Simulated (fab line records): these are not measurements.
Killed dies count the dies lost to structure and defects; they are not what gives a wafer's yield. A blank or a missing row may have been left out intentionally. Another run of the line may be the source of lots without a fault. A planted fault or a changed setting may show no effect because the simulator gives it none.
Chamber matching / flow gf180mcu / GF_V2_ETCH_16 on rie_diel-03 has 4 sister chambers
The step etches BARC in N2/H2. 4 wafers are shown with their chamber, then 7 later ones without.

WAFERS PAIRED WITH THEIR CHAMBERS
wafer=L085.5; chamber=3; drypump_motor_current_A (A)=5.7
wafer=L090.6; chamber=0; drypump_motor_current_A (A)=5.5
wafer=L092.3; chamber=1; drypump_motor_current_A (A)=6.1
wafer=L092.4; chamber=2; drypump_motor_current_A (A)=6.4

WAFERS MISSING THEIR CHAMBER
wafer=L092.5; drypump_motor_current_A (A)=6.0
wafer=L093.2; drypump_motor_current_A (A)=5.7
wafer=L093.4; drypump_motor_current_A (A)=6.0
wafer=L093.6; drypump_motor_current_A (A)=5.7
wafer=L097.1; drypump_motor_current_A (A)=6.4
wafer=L097.3; drypump_motor_current_A (A)=6.0
wafer=L097.5; drypump_motor_current_A (A)=6.0

EACH ONE'S CHAMBER
wafer=L092.5; from the rows above=1; in truth=1
wafer=L093.2; from the rows above=3; in truth=3
wafer=L093.4; from the rows above=1; in truth=1
wafer=L093.6; from the rows above=3; in truth=3
wafer=L097.1; from the rows above=2; in truth=2
wafer=L097.3; from the rows above=1; in truth=1
wafer=L097.5; from the rows above=1; in truth=1
Correctly placed: 7 of 7. From these rows, 0 cannot be placed. Placed wrongly: 0.
How it was worked out, from the rows above alone: a wafer's distance from a chamber is the root of the sum, over the readings, of the square of ((its reading less the chamber's mean) divided by the reading's scatter). The wafer belongs to the nearest chamber; if the next one is less than 2 further off, it can't be placed. For every chamber, the mean is computed from those of its wafers that are shown. The scatter: root of mean squared gap, hidden wafer to nearest shown wafer, with one shown wafer a chamber.
